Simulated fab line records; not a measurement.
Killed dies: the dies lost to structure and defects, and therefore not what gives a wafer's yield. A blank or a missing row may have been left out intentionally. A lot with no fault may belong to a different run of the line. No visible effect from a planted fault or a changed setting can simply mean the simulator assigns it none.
fab line records    flow sfq-line
record: lots: 5  wafers: 23
route steps=325 shown I2@114 M3@123 I3@138 M4@149 I4@174 JJ@194 M5@202
start-h: the number of hours between the record's first day and the start of the first shown wafer of the lot    wait-h: how many hours have passed since the lot's step before this one    " the same as in the row above    L1.1+2: one row covering several wafers at once    - no value present, or no start provided    * or withheld: withheld    < > ~ a bound
route shown NAME@n: NAME is a module with steps in the file, n the number in the route of the first one    usual: the fault-free wafers' mean and standard deviation    same: alike in all rows    chamber/n: place in a boat    sites: readings site by site    _std_site: standard deviation across them    _edge_site: inner sites' mean taken away from outer sites' mean    radius-mm: how far each site lies from the wafer's centre    mask NAME#n: copy n    behind: the tool/chamber that last shaped the wafer    hold: reason for holding the lot/hours on hold/outcome of the hold    device: whichever transistor did not switch (one of n, p or np)    end of line: tests of these same wafers at the route's end    a step given without rows: its recipe and nothing more    killed: the dies lost at the first sort to structure and to defects; this is not the yield of the wafer    map: dies across one wafer; x = killed, . = not, _ = none there
set.NAME: the setting that was run; set.NAME@STEP: the one run at that earlier step    model.NAME: the simulator's own value behind a step, which no gauge read
lots where settings were altered on purpose, with a table for each step and a row for each wafer
== steps ==
step: SFQ_TRILAYER_I2_VIA_BARC_OPEN_VIA_ETCH_096
recipe: mask-material: PR  chemistry: O2  target-depth-nm: 125  target: BARC  source-w: 500  bias-w: 80  pressure-mtorr: 30  time-s: 41.7
lot.wafer  tool         chamber  start-h  wait-h  set.source-w  model.KrF_of_TRILAYER_I2_VIA_LITHO_COAT_067.thk-nm
L074.2     rie-diel-02  1        512.04   0.0     474.2         573.9
L074.3     "            0        "        "       474.2         574.5
L074.4     "            2        "        "       500           569.9
L074.5     "            2        "        "       500           573.2
L074.6     "            1        "        "       500           570.8
L076.2     rie-diel-02  3        531.24   0.0     548.7         566.1
L076.3     "            1        "        "       500           573.8
L076.4     "            0        "        "       500           573.5
L076.5     "            1        "        "       548.7         567.4
L076.6     "            2        "        "       500           572.4
L080.2     rie-diel-03  3        574.44   0.0     500           575.7
L080.3     "            1        "        "       500           576.1
L080.6     "            1        "        "       500           576.5
L083.1     rie-diel-03  1        602.89   0.0     521.7         572.7
L083.2     "            2        "        "       500           575.3
L083.4     "            0        "        "       500           576.7
L083.5     "            1        "        "       500           576.6
L083.6     "            0        "        "       521.7         575.2
L084.1     rie-diel-02  3        609.89   0.0     500           573.2
L084.3     "            1        "        "       471.1         577
L084.4     "            2        "        "       500           575.7
L084.5     "            2        "        "       471.1         579.3
L084.6     "            1        "        "       471.1         580.3
step: SFQ_TRILAYER_I2_VIA_ETCH_VIA_ETCH_070
recipe: target: SiO2  stop-on: Nb  mask-material: PR  taper-deg: 20  chemistry: CHF3  target-depth-nm: 260  source-w: 500  bias-w: 80  pressure-mtorr: 30  time-s: withheld
lot.wafer  tool         chamber  start-h  wait-h  set.bias-w  set.source-w@TRILAYER_I2_VIA_BARC_OPEN_VIA_ETCH_096  model.KrF_of_TRILAYER_I2_VIA_LITHO_COAT_067.thk-nm
L074.2     rie-diel-02  1        512.08   0.0     80          474.2                                                528.7
L074.3     "            0        "        "       80          474.2                                                530.2
L074.4     "            2        "        "       80          500                                                  525.7
L074.5     "            2        "        "       80          500                                                  529.2
L074.6     "            1        "        "       80          500                                                  525.6
L076.2     rie-diel-02  3        531.28   0.0     85.14       548.7                                                519.9
L076.3     "            1        "        "       80          500                                                  529.4
L076.4     "            0        "        "       80          500                                                  529.3
L076.5     "            1        "        "       80          548.7                                                523.2
L076.6     "            2        "        "       85.14       500                                                  528
L080.2     rie-diel-03  3        574.50   0.0     80          500                                                  532.1
L080.3+6   "            1        "        "       80          500                                                  531.3
L083.1     rie-diel-03  1        602.93   0.0     85.16       521.7                                                525.9
L083.2     "            2        "        "       80          500                                                  530.3
L083.4     "            0        "        "       80          500                                                  531.2
L083.5     "            1        "        "       85.16       500                                                  530.3
L083.6     "            0        "        "       85.16       521.7                                                529.2
L084.1     rie-diel-02  3        609.93   0.0     88.34       500                                                  526.6
L084.3     "            1        "        "       80          471.1                                                533
L084.4     "            2        "        "       88.34       500                                                  530.4
L084.5     "            2        "        "       88.34       471.1                                                534
L084.6     "            1        "        "       80          471.1                                                536.2
step: SFQ_TRILAYER_M3_LITHO_COAT_075
recipe: resist: KrF  spin-rpm: 3000  resist-thk-nm: 600
lot.wafer  tool            chamber  start-h  wait-h  set.spin-rpm  model.KrF_of_TRILAYER_M3_LITHO_COAT_075.thk-nm
L074.2     litho-track-01  0        513.62   0.2     2921          607.4
L074.3     "               0        "        "       3000          600.4
L074.4     "               0        "        "       3000          601.5
L074.5     "               0        "        "       3000          603.7
L074.6     "               0        "        "       2921          609.2
L076.2     litho-track-01  0        532.82   0.2     3000          604.6
L076.3     "               0        "        "       3000          604.4
L076.4     "               0        "        "       3000          603.4
L076.5     "               0        "        "       3000          605.2
L076.6     "               0        "        "       3000          603.7
L080.2     litho-track-01  0        576.09   0.2     3000          601.9
L080.3     "               0        "        "       3000          601.2
L080.6     "               0        "        "       3000          601.6
L083.1     litho-track-01  0        605.02   0.2     3000          600.7
L083.2     "               0        "        "       3212          579.9
L083.4     "               0        "        "       3212          580.1
L083.5     "               0        "        "       3000          600.8
L083.6     "               0        "        "       3212          580.8
L084.1+3   litho-track-03  0        611.42   0.2     3000          600.2
L084.4     "               0        "        "       2929          605.9
L084.5     "               0        "        "       3000          600.8
L084.6     "               0        "        "       2929          606
step: SFQ_TRILAYER_M3_BARC_OPEN_METAL_ETCH_100
recipe: mask-material: PR  chemistry: O2  target-depth-nm: 125  target: BARC  icp-w: 600  bias-w: 80  pressure-mtorr: 10  time-s: 41.7
lot.wafer  tool          chamber  start-h  wait-h  set.bias-w  set.spin-rpm@TRILAYER_M3_LITHO_COAT_075  model.KrF_of_TRILAYER_M3_LITHO_COAT_075.thk-nm
L074.2     rie-metal-04  0        545.64   0.0     80          2921                                     529.6
L074.3     "             0        "        "       80          3000                                     522.9
L074.4     "             1        "        "       82.79       3000                                     523.3
L074.5     "             1        "        "       80          3000                                     525.9
L074.6     "             0        "        "       82.79       2921                                     531.1
L076.2     rie-metal-04  0        561.24   0.0     84.68       3000                                     525.8
L076.3     "             0        "        "       80          3000                                     526.6
L076.4     "             1        "        "       84.68       3000                                     524.6
L076.5     "             1        "        "       80          3000                                     527.3
L076.6     "             0        "        "       84.68       3000                                     525.4
L080.2     rie-metal-01  1        595.69   0.0     80          3000                                     526.1
L080.3+6   "             1,0      "        "       80          3000                                     525
L083.1     rie-metal-03  0        618.29   0.0     72.77       3000                                     524.7
L083.2     "             1        "        "       72.77       3212                                     505.1
L083.4     "             0        "        "       72.77       3212                                     504.2
L083.5     "             0        "        "       80          3000                                     524
L083.6     "             1        "        "       80          3212                                     504.5
L084.1     rie-metal-03  1        633.09   0.0     73.58       3000                                     525.4
L084.3     "             0        "        "       80          3000                                     523.7
L084.4     "             1        "        "       80          2929                                     530
L084.5     "             1        "        "       73.58       3000                                     526.1
L084.6     "             0        "        "       73.58       2929                                     530.2
step: SFQ_TRILAYER_M3_ETCH_METAL_ETCH_078
recipe: target: Nb  stop-on: SiO2  mask-material: PR  chemistry: Cl2/Ar  target-depth-nm: 240  icp-w: 600  bias-w: 80  pressure-mtorr: 10  time-s: 120
lot.wafer  tool          chamber  start-h  wait-h  set.spin-rpm@TRILAYER_M3_LITHO_COAT_075  model.KrF_of_TRILAYER_M3_LITHO_COAT_075.thk-nm
L074.2     rie-metal-04  0        545.70   0.0     2921                                     385.6
L074.3     "             0        "        "       3000                                     378.8
L074.4     "             1        "        "       3000                                     378.3
L074.5     "             1        "        "       3000                                     380.3
L074.6     "             0        "        "       2921                                     386.7
L076.2     rie-metal-04  0        561.30   0.0     3000                                     382.4
L076.3     "             0        "        "       3000                                     382.6
L076.4     "             1        "        "       3000                                     381.1
L076.5     "             1        "        "       3000                                     384.4
L076.6     "             0        "        "       3000                                     383
L080.2     rie-metal-01  1        595.75   0.0     3000                                     386.6
L080.3     "             1        "        "       3000                                     385.6
L080.6     "             0        "        "       3000                                     385.8
L083.1     rie-metal-03  0        618.35   0.0     3000                                     385.2
L083.2     "             1        "        "       3212                                     367.7
L083.4     "             0        "        "       3212                                     364.8
L083.5     "             0        "        "       3000                                     386.2
L083.6     "             1        "        "       3212                                     368.9
L084.1     rie-metal-03  1        633.15   0.0     3000                                     387.8
L084.3     "             0        "        "       3000                                     384.6
L084.4     "             1        "        "       2929                                     391.4
L084.5     "             1        "        "       3000                                     387.3
L084.6     "             0        "        "       2929                                     389.6
step: SFQ_TRILAYER_I3_VIA_LITHO_COAT_085
recipe: resist: KrF  spin-rpm: 3000  resist-thk-nm: 650
lot.wafer  tool            chamber  start-h  wait-h  set.spin-rpm  model.KrF_of_TRILAYER_I3_VIA_LITHO_COAT_085.thk-nm
L074.2     litho-track-02  0        556.84   0.2     3000          648.8
L074.3     "               0        "        "       3000          647.3
L074.4     "               0        "        "       3000          650
L074.5     "               0        "        "       3000          647.1
L074.6     "               0        "        "       3000          649.2
L076.2     litho-track-04  0        571.84   0.2     2938          657.3
L076.3     "               0        "        "       3000          651.2
L076.4     "               0        "        "       2938          657.9
L076.5     "               0        "        "       2938          657.6
L076.6     "               0        "        "       3000          652.3
L080.2     litho-track-04  0        607.62   0.2     3000          646.9
L080.3     "               0        "        "       3000          649.3
L080.6     "               0        "        "       3000          647.7
L083.1     litho-track-02  0        629.57   0.2     3000          654.1
L083.2     "               0        "        "       3077          643.3
L083.4     "               0        "        "       3000          653.4
L083.5     "               0        "        "       3077          644.9
L083.6     "               0        "        "       3077          643.1
L084.1     litho-track-04  0        644.57   0.2     3000          648.5
L084.3     "               0        "        "       3000          648.8
L084.4     "               0        "        "       2792          673.5
L084.5     "               0        "        "       2792          672.8
L084.6     "               0        "        "       2792          672
step: SFQ_TRILAYER_I3_VIA_BARC_OPEN_VIA_ETCH_121
recipe: mask-material: PR  chemistry: O2  target-depth-nm: 125  target: BARC  source-w: 500  bias-w: 80  pressure-mtorr: 30  time-s: 41.7
lot.wafer  tool         chamber  start-h  wait-h  set.source-w  set.spin-rpm@TRILAYER_I3_VIA_LITHO_COAT_085  model.KrF_of_TRILAYER_I3_VIA_LITHO_COAT_085.thk-nm
L074.2     rie-diel-03  2        710.06   0.0     517.6         3000                                         569
L074.3     "            3        "        "       500           3000                                         569.8
L074.4     "            1        "        "       517.6         3000                                         570.7
L074.5     "            0        "        "       517.6         3000                                         567.6
L074.6     "            3        "        "       500           3000                                         571.8
L076.2     rie-diel-01  2        731.69   0.0     453.8         2938                                         584
L076.3     "            0        "        "       453.8         3000                                         577.4
L076.4     "            3        "        "       500           2938                                         580.9
L076.5     "            2        "        "       500           2938                                         579.9
L076.6     "            1        "        "       500           3000                                         574.9
L080.2     rie-diel-03  3        764.09   0.0     500           3000                                         569.8
L080.3     "            2        "        "       500           3000                                         571.9
L080.6     "            3        "        "       500           3000                                         571.3
L083.1     rie-diel-04  0        789.25   0.0     500           3000                                         577.3
L083.2     "            3        "        "       500           3077                                         566.4
L083.4     "            2        "        "       543.3         3000                                         571.3
L083.5     "            1        "        "       500           3077                                         568
L083.6     "            0        "        "       543.3         3077                                         562.5
L084.1     rie-diel-03  1        796.46   0.0     448.4         3000                                         575.3
L084.3     "            2        "        "       500           3000                                         570.5
L084.4     "            0        "        "       500           2792                                         595.8
L084.5     "            3        "        "       500           2792                                         596.3
L084.6     "            0        "        "       448.4         2792                                         599.5
step: SFQ_TRILAYER_M4_DEP_SPUTTER_091
recipe: material: Nb  base-pressure-pa: 1.33e-06  chamber-pressure-pa: 0.1333  substrate-temp-c: 20  resputter-cathode-voltage-v: 400  target-thk-nm: 200  power-w: 2000  time-s: 133.3
lot.wafer  tool            chamber  start-h  wait-h  set.power-w  model.Nb_of_TRILAYER_M4_DEP_SPUTTER_091.thk-nm
L074.2     pvd-sputter-04  -        711.03   0.0     2000         203.6
L074.3     "               -        "        "       2000         198.8
L074.4     "               -        "        "       2071         207.8
L074.5     "               -        "        "       2071         206.9
L074.6     "               -        "        "       2000         202
L076.2     pvd-sputter-04  -        732.67   0.0     2000         198.6
L076.3     "               -        "        "       1832         184.1
L076.4     "               -        "        "       2000         201.6
L076.5     "               -        "        "       1832         184.4
L076.6     "               -        "        "       1832         184.8
L080.2     pvd-sputter-05  -        765.05   0.0     2000         201.7
L080.3     "               -        "        "       2000         200.7
L080.6     "               -        "        "       2000         198
L083.1     pvd-sputter-06  -        790.21   0.0     1849         188
L083.2     "               -        "        "       2000         198.9
L083.4     "               -        "        "       2000         201.1
L083.5     "               -        "        "       2000         203.8
L083.6     "               -        "        "       1849         186.4
L084.1     pvd-sputter-06  -        797.59   0.0     2000         201.5
L084.3     "               -        "        "       2000         202.9
L084.4     "               -        "        "       2000         203.2
L084.5     "               -        "        "       2000         203
L084.6     "               -        "        "       2000         201.4
step: SFQ_M4_RS_MEAS_924
recipe: thk-meas-gauge: four-point-probe  reads: Nb_of_TRILAYER_M4_DEP_SPUTTER_091
usual: M4_NB_RS: 0.880/0.0096
lot.wafer  tool           chamber  start-h  wait-h  set.power-w@TRILAYER_M4_DEP_SPUTTER_091  M4_NB_RS[ohm/sq]
L074.2     film-metro-01  -        711.15   0.1     2000                                     0.874
L074.3     "              -        "        "       2000                                     0.895
L074.4     "              -        "        "       2071                                     0.858
L074.5     "              -        "        "       2071                                     0.859
L074.6     "              -        "        "       2000                                     0.880
L076.2     film-metro-04  -        732.78   0.1     2000                                     0.894
L076.3     "              -        "        "       1832                                     0.964
L076.4     "              -        "        "       2000                                     0.881
L076.5     "              -        "        "       1832                                     0.964
L076.6     "              -        "        "       1832                                     0.961
L080.2     film-metro-04  -        765.16   0.1     2000                                     0.882
L080.3     "              -        "        "       2000                                     0.886
L080.6     "              -        "        "       2000                                     0.897
L083.1     film-metro-04  -        790.30   0.0     1849                                     0.946
L083.2     "              -        "        "       2000                                     0.892
L083.4     "              -        "        "       2000                                     0.884
L083.5     "              -        "        "       2000                                     0.871
L083.6     "              -        "        "       1849                                     0.953
L084.1     film-metro-03  -        797.68   0.0     2000                                     0.882
L084.3     "              -        "        "       2000                                     0.875
L084.4     "              -        "        "       2000                                     0.874
L084.5     "              -        "        "       2000                                     0.876
L084.6     "              -        "        "       2000                                     0.884
step: SFQ_TRILAYER_M4_LITHO_COAT_093
recipe: resist: KrF  spin-rpm: 3000  resist-thk-nm: 600
lot.wafer  tool            chamber  start-h  wait-h  set.resist-thk-nm  model.KrF_of_TRILAYER_M4_LITHO_COAT_093.thk-nm
L074.2     litho-track-04  0        711.66   0.2     578.5              579.1
L074.3     "               0        "        "       600                600.7
L074.4     "               0        "        "       600                600.4
L074.5     "               0        "        "       578.5              577.4
L074.6     "               0        "        "       600                601.3
L076.2     litho-track-03  0        733.29   0.2     600                599.9
L076.3+5   "               0        "        "       589.6              -
L076.4     "               0        "        "       589.6              589.9
L076.6     "               0        "        "       600                -
L080.2     litho-track-02  0        765.67   0.2     600                599.5
L080.3     "               0        "        "       600                598.1
L080.6     "               0        "        "       600                597.4
L083.1     litho-track-03  0        790.78   0.2     600                -
L083.2     "               0        "        "       600                597.5
L083.4     "               0        "        "       614                613.5
L083.5     "               0        "        "       614                612.2
L083.6     "               0        "        "       614                -
L084.1     litho-track-04  0        798.16   0.2     600                599.9
L084.3     "               0        "        "       600                599.7
L084.4+5   "               0        "        "       600                598.1
L084.6     "               0        "        "       600                598.2
step: SFQ_TRILAYER_M4_LITHO_SOFTBAKE_097
recipe: temp-c: withheld  time-s: withheld  resist: KrF
step: SFQ_TRILAYER_M4_LITHO_EXPOSE_094
recipe: mask-id: M4  na: 0.6  source-shape: conventional  sigma-outer: 0.65  target-cd-nm: 500  dose-mj: 14.4
step: SFQ_TRILAYER_M4_BARC_OPEN_METAL_ETCH_123
recipe: mask-material: PR  chemistry: O2  target-depth-nm: 125  target: BARC  icp-w: 600  bias-w: 80  pressure-mtorr: 10  time-s: 41.7
step: SFQ_TRILAYER_M4_ETCH_METAL_ETCH_096
recipe: target: Nb  stop-on: SiO2  mask-material: PR  chemistry: Cl2/Ar  target-depth-nm: 240  icp-w: 600  bias-w: 80  pressure-mtorr: 10  time-s: 120
usual: oes-product-au: 0.900/0.0066
lot.wafer  tool          chamber  start-h  wait-h  set.power-w@TRILAYER_M4_DEP_SPUTTER_091  set.resist-thk-nm@TRILAYER_M4_LITHO_COAT_093  oes-product-au  model.KrF_of_TRILAYER_M4_LITHO_COAT_093.thk-nm
L074.2     rie-metal-03  1        852.62   0.0     2000                                     578.5                                         0.893           361.3
L074.3     "             0        "        "       2000                                     600                                           0.892           382.7
L074.4     "             1        "        "       2071                                     600                                           0.919           382.9
L074.5     "             0        "        "       2071                                     578.5                                         0.920           358.6
L074.6     "             1        "        "       2000                                     600                                           0.904           384.7
L076.2     rie-metal-04  0        868.22   0.0     2000                                     600                                           0.893           378.9
L076.3     "             0        "        "       1832                                     589.6                                         0.853           -
L076.4     "             1        "        "       2000                                     589.6                                         0.900           367
L076.5     "             0        "        "       1832                                     589.6                                         0.857           -
L076.6     "             1        "        "       1832                                     600                                           0.855           -
L080.2     rie-metal-04  1        895.82   0.0     2000                                     600                                           0.904           376.4
L080.3     "             1        "        "       2000                                     600                                           0.893           375.4
L080.6     "             0        "        "       2000                                     600                                           0.889           376.4
L083.1     rie-metal-02  0        919.94   0.0     1849                                     600                                           0.855           -
L083.2     "             1        "        "       2000                                     600                                           0.890           379.3
L083.4     "             1        "        "       2000                                     614                                           0.898           395.4
L083.5     "             0        "        "       2000                                     614                                           0.904           393.3
L083.6     "             1        "        "       1849                                     614                                           0.854           -
L084.1     rie-metal-03  1        924.80   0.1     2000                                     600                                           0.903           382.7
L084.3     "             1        "        "       2000                                     600                                           0.899           383.5
L084.4     "             1        "        "       2000                                     600                                           0.905           381.6
L084.5     "             1        "        "       2000                                     600                                           0.905           379.5
L084.6     "             1        "        "       2000                                     600                                           0.900           382.2
step: SFQ_TRILAYER_I4_VIA_BARC_OPEN_VIA_ETCH_146
recipe: mask-material: PR  chemistry: O2  target-depth-nm: 125  target: BARC  source-w: 500  bias-w: 80  pressure-mtorr: 30  time-s: 41.7
lot.wafer  tool         chamber  start-h  wait-h  set.time-s  model.KrF_of_TRILAYER_I4_VIA_LITHO_COAT_103.thk-nm
L074.2     rie-diel-04  3        900.69   0.0     45.05       570
L074.3     "            1        "        "       45.05       570.4
L074.4     "            0        "        "       45.05       571.6
L074.5     "            3        "        "       41.7        572
L074.6     "            0        "        "       41.7        576.2
L076.2     rie-diel-02  2        912.55   0.0     46.31       568.6
L076.3     "            0        "        "       46.31       568.8
L076.4     "            1        "        "       41.7        575.1
L076.5     "            2        "        "       41.7        574.5
L076.6     "            1        "        "       46.31       566.6
L080.2     rie-diel-02  2        1052.76  0.0     41.7        573
L080.3+6   "            0,2      "        "       41.7        573.3
L083.1     rie-diel-04  2        1082.89  0.0     41.7        570.4
L083.2     "            1        "        "       41.7        570.3
L083.4     "            2        "        "       41.7        569.9
L083.5     "            1        "        "       41.7        572.6
L083.6     "            3        "        "       41.7        571.7
L084.1     rie-diel-01  2        1085.29  0.0     45.54       567.8
L084.3     "            0        "        "       45.54       567.6
L084.4     "            1        "        "       45.54       569.1
L084.5     "            2        "        "       41.7        572
L084.6     "            3        "        "       41.7        575.1
step: SFQ_TRILAYER_JJ_CE_ETCH_RIE_118
recipe: target: Nb  stop-on: Al2O3  mask-material: PR  taper-deg: 13.257  over-etch-frac: 0.15  time-s: 97.7  chemistry: SF6  target-depth-nm: 170  icp-w: 600  bias-w: 80  pressure-mtorr: 10
usual: oes-product-au: 0.992/0.0057
lot.wafer  tool          chamber  start-h  wait-h  set.icp-w  oes-product-au
L074.2     rie-metal-01  1        1022.94  0.1     561.4      0.963
L074.3     "             0        "        "       600        0.990
L074.4     "             1        "        "       561.4      0.963
L074.5     "             1        "        "       561.4      0.963
L074.6     "             0        "        "       600        0.994
L076.2     rie-metal-03  0        1033.74  0.1     600        0.997
L076.3     "             1        "        "       600        0.985
L076.4     "             0        "        "       600        0.991
L076.5     "             1        "        "       600        0.987
L076.6     "             0        "        "       600        0.996
L080.2     rie-metal-03  1        1059.23  0.1     600        0.990
L080.3     "             0        "        "       600        0.987
L080.6     "             1        "        "       600        0.975
L083.1     rie-metal-03  0        1089.86  0.1     600        0.988
L083.2     "             1        "        "       600        0.995
L083.4     "             1        "        "       600        0.981
L083.5     "             1        "        "       600        0.993
L083.6     "             0        "        "       600        0.997
L084.1     rie-metal-03  1        1091.42  0.1     600        0.989
L084.3     "             0        "        "       557.2      0.957
L084.4     "             1        "        "       600        0.997
L084.5     "             1        "        "       600        0.992
L084.6     "             0        "        "       557.2      0.969
step: SFQ_TRILAYER_M5_LITHO_PEB_126
recipe: peb-temp-c: 115  peb-time-s: 60  resist: KrF
lot.wafer       tool            chamber  start-h  wait-h  set.peb-time-s
L074.2+6        litho-track-01  0        1141.50  0.8     51.26
L074.3+4+5      "               0        "        "       60
L076.2+4+6      litho-track-02  0        1153.50  0.8     55.61
L076.3+5        "               0        "        "       60
L080.2+3+6      litho-track-02  0        1187.10  0.8     60
L083.1+4        litho-track-02  0        1221.88  1.0     57.05
L083.2+5+6      "               0        "        "       60
L084.1+3+4+5+6  litho-track-02  0        1223.08  1.0     60
step: SFQ_TRILAYER_M5_LITHO_DEVELOP_125
recipe: time-s: 60  resist: KrF
step: SFQ_TRILAYER_M5_BARC_OPEN_METAL_ETCH_161
recipe: mask-material: PR  chemistry: O2  target-depth-nm: 125  target: BARC  icp-w: 600  bias-w: 80  pressure-mtorr: 10  time-s: 43.07
lot.wafer  tool          chamber  start-h  wait-h  set.peb-time-s@TRILAYER_M5_LITHO_PEB_126  model.M5.cd-nm
L074.2     rie-metal-03  0        1141.81  0.0     51.26                                     724.5
L074.3     "             0        "        "       60                                        700.5
L074.4     "             1        "        "       60                                        703
L074.5     "             1        "        "       60                                        701.5
L074.6     "             0        "        "       51.26                                     725.8
L076.2     rie-metal-02  0        1153.81  0.0     55.61                                     711.4
L076.3     "             0        "        "       60                                        698.5
L076.4     "             1        "        "       55.61                                     709.2
L076.5     "             1        "        "       60                                        697.6
L076.6     "             0        "        "       55.61                                     710.6
L080.2     rie-metal-03  0        1187.41  0.0     60                                        699.9
L080.3     "             0        "        "       60                                        700.8
L080.6     "             1        "        "       60                                        700
L083.1     rie-metal-03  0        1222.21  0.0     57.05                                     707.6
L083.2     "             1        "        "       60                                        700.2
L083.4     "             0        "        "       57.05                                     706.9
L083.5     "             1        "        "       60                                        700.8
L083.6     "             0        "        "       60                                        701
L084.1     rie-metal-02  1        1223.41  0.0     60                                        698.9
L084.3     "             1        "        "       60                                        698
L084.4     "             0        "        "       60                                        699.6
L084.5     "             0        "        "       60                                        700.4
L084.6     "             1        "        "       60                                        699.1
step: SFQ_TRILAYER_M5_ETCH_METAL_ETCH_126
recipe: target: Nb  stop-on: SiO2  mask-material: PR  over-etch-frac: 0.15  time-s: 203.2  chemistry: Cl2/BCl3  target-depth-nm: 265  icp-w: 600  bias-w: 80  pressure-mtorr: 10
lot.wafer  tool          chamber  start-h  wait-h  set.peb-time-s@TRILAYER_M5_LITHO_PEB_126  model.M5.cd-nm
L074.2     rie-metal-03  0        1141.87  0.0     51.26                                     724.4
L074.3     "             0        "        "       60                                        698.9
L074.4     "             1        "        "       60                                        700.5
L074.5     "             1        "        "       60                                        698.2
L074.6     "             0        "        "       51.26                                     726
L076.2     rie-metal-02  0        1153.87  0.0     55.61                                     712.7
L076.3     "             0        "        "       60                                        701.3
L076.4     "             1        "        "       55.61                                     710
L076.5     "             1        "        "       60                                        698.3
L076.6     "             0        "        "       55.61                                     711.5
L080.2     rie-metal-03  0        1187.47  0.0     60                                        699.7
L080.3     "             0        "        "       60                                        700.3
L080.6     "             1        "        "       60                                        699.2
L083.1     rie-metal-03  0        1222.27  0.0     57.05                                     708.3
L083.2+5   "             1        "        "       60                                        698.7
L083.4     "             0        "        "       57.05                                     708
L083.6     "             0        "        "       60                                        701.4
L084.1+4   rie-metal-02  1,0      1223.47  0.0     60                                        698.6
L084.3     "             1        "        "       60                                        697.8
L084.5     "             0        "        "       60                                        699.9
L084.6     "             1        "        "       60                                        699.2
== key ==
split: step: SFQ_TRILAYER_I2_VIA_BARC_OPEN_VIA_ETCH_096  setting: source-w  stated: 500  by: wafer
response: step: SFQ_TRILAYER_I2_VIA_BARC_OPEN_VIA_ETCH_096  reading: model.KrF_of_TRILAYER_I2_VIA_LITHO_COAT_067.thk-nm  change: -0.653  per: 1%  r: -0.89
response: step: SFQ_TRILAYER_I2_VIA_ETCH_VIA_ETCH_070  reading: model.KrF_of_TRILAYER_I2_VIA_LITHO_COAT_067.thk-nm  change: -0.763  per: 1%  r: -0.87
split: step: SFQ_TRILAYER_I2_VIA_ETCH_VIA_ETCH_070  setting: bias-w  stated: 80  by: wafer
response none clear
split: step: SFQ_TRILAYER_M3_LITHO_COAT_075  setting: spin-rpm  stated: 3000  by: wafer
response: step: SFQ_TRILAYER_M3_LITHO_COAT_075  reading: model.KrF_of_TRILAYER_M3_LITHO_COAT_075.thk-nm  change: -2.8  per: 1%  r: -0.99
response: step: SFQ_TRILAYER_M3_BARC_OPEN_METAL_ETCH_100  reading: model.KrF_of_TRILAYER_M3_LITHO_COAT_075.thk-nm  change: -2.69  per: 1%  r: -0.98
response: step: SFQ_TRILAYER_M3_ETCH_METAL_ETCH_078  reading: model.KrF_of_TRILAYER_M3_LITHO_COAT_075.thk-nm  change: -2.54  per: 1%  r: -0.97
split: step: SFQ_TRILAYER_M3_BARC_OPEN_METAL_ETCH_100  setting: bias-w  stated: 80  by: wafer
response none clear
split: step: SFQ_TRILAYER_I3_VIA_LITHO_COAT_085  setting: spin-rpm  stated: 3000  by: wafer
response: step: SFQ_TRILAYER_I3_VIA_LITHO_COAT_085  reading: model.KrF_of_TRILAYER_I3_VIA_LITHO_COAT_085.thk-nm  change: -3.48  per: 1%  r: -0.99
response: step: SFQ_TRILAYER_I3_VIA_BARC_OPEN_VIA_ETCH_121  reading: model.KrF_of_TRILAYER_I3_VIA_LITHO_COAT_085.thk-nm  change: -3.43  per: 1%  r: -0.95
split: step: SFQ_TRILAYER_I3_VIA_BARC_OPEN_VIA_ETCH_121  setting: source-w  stated: 500  by: wafer
response none clear
split: step: SFQ_TRILAYER_M4_DEP_SPUTTER_091  setting: power-w  stated: 2000  by: wafer
response: step: SFQ_TRILAYER_M4_DEP_SPUTTER_091  reading: model.Nb_of_TRILAYER_M4_DEP_SPUTTER_091.thk-nm  change: +1.85  per: 1%  r: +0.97
response: step: SFQ_M4_RS_MEAS_924  reading: M4_NB_RS  change: -0.00877  per: 1%  r: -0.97
response: step: SFQ_TRILAYER_M4_ETCH_METAL_ETCH_096  reading: oes-product-au  change: +0.0054  per: 1%  r: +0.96
split: step: SFQ_TRILAYER_M4_LITHO_COAT_093  setting: resist-thk-nm  stated: 600  by: wafer
response: step: SFQ_TRILAYER_M4_LITHO_COAT_093  reading: model.KrF_of_TRILAYER_M4_LITHO_COAT_093.thk-nm  change: +6.31  per: 1%  r: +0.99
response: step: SFQ_TRILAYER_M4_ETCH_METAL_ETCH_096  reading: model.KrF_of_TRILAYER_M4_LITHO_COAT_093.thk-nm  change: +6.55  per: 1%  r: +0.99
split: step: SFQ_TRILAYER_I4_VIA_BARC_OPEN_VIA_ETCH_146  setting: time-s  stated: 41.7  by: wafer
response: step: SFQ_TRILAYER_I4_VIA_BARC_OPEN_VIA_ETCH_146  reading: model.KrF_of_TRILAYER_I4_VIA_LITHO_COAT_103.thk-nm  change: -0.561  per: 1%  r: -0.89
split: step: SFQ_TRILAYER_JJ_CE_ETCH_RIE_118  setting: icp-w  stated: 600  by: wafer
response: step: SFQ_TRILAYER_JJ_CE_ETCH_RIE_118  reading: oes-product-au  change: +0.00429  per: 1%  r: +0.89
split: step: SFQ_TRILAYER_M5_LITHO_PEB_126  setting: peb-time-s  stated: 60  by: wafer
response: step: SFQ_TRILAYER_M5_BARC_OPEN_METAL_ETCH_161  reading: model.M5.cd-nm  change: -1.6  per: 1%  r: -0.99
response: step: SFQ_TRILAYER_M5_ETCH_METAL_ETCH_126  reading: model.M5.cd-nm  change: -1.74  per: 1%  r: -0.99
